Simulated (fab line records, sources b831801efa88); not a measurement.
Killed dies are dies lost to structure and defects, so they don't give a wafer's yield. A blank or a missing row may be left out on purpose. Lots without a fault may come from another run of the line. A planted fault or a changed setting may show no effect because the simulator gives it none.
Problem report in the 8D (eight disciplines) form, filled by code | flow gf180mcu | the parts of the form that need people (team, actions taken, sign-off) are left out

1. THE PROBLEM
dose_ions_cm2 at GF_VT_IMPLANT_IMPLANT_30 reads a mean of 2.4364e+12 on 6 wafers of 2 lots; wafers without a fault read 2.5341e+12 with a standard deviation of 2.9e+09. That is -34 standard deviations from the usual mean.
First seen on wafer L406.2, day 8 20:20, on implanter-03. The record holds 42 wafers of 14 lots with a number at this step. Rule for "out", or "out of limits": more than 4 standard deviations from the usual mean. The other wafers with a number count as sound.

2. WHAT IT IS AND WHAT IT IS NOT
question                    | is                     | is not
which readings at this step | dose_ions_cm2          | -
which lots                  | L406, L410             | L400, L401, L403, L404, L405, L407, L414, L417, L419, L420, L421, L422
which wafers of those lots  | all that have a number | -
read on which tools         | implanter-03           | implanter-02
when                        | from day 8 20:20       | up to then (15 sound wafers); but 21 sound wafers of L407, L414, L417, L419, L420, L421, L422 came after

3. SUSPECTS, AND WHAT RULES EACH OUT
Counting: a tool at a process step up to the reading stays a suspect if it ran every lot that is out and no sound lot after the first of them.
- implanter-03 at GF_VT_IMPLANT_IMPLANT_30: ruled out as a lasting fault. Sound lots L419, L420 ran on it after its first lot that is out, L406 (day 8 20:20).
Left after counting: nothing in the record.

4. THE CAUSE (what the simulator had put in)
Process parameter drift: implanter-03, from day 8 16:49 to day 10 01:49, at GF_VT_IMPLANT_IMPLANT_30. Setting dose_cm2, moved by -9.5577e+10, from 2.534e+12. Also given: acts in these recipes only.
Counting ruled it out, wrongly.

5. THE CHAIN OF EFFECTS, in route order
Each row: a reading whose mean over the struck wafers that have a number lies more than 3 standard deviations from the usual. Only readings for which the record gives a usual standard deviation are gone through. hours: the time from each lot's start at the first step in this table that gives one to its start at this step, as a median over the lots. sigmas: the change in usual standard deviations.
hours | step                     | reading       | usual      | on struck wafers | change      | sigmas
0     | GF_VT_IMPLANT_IMPLANT_30 | dose_ions_cm2 | 2.5341e+12 | 2.4364e+12       | -9.7650e+10 | -34
The process steps in it:
- GF_VT_IMPLANT_IMPLANT_30

6. WHAT WOULD HAVE CAUGHT IT SOONER
In this record the first reading out of limits was taken at day 8 20:20, 4 hours after the fault began at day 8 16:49.
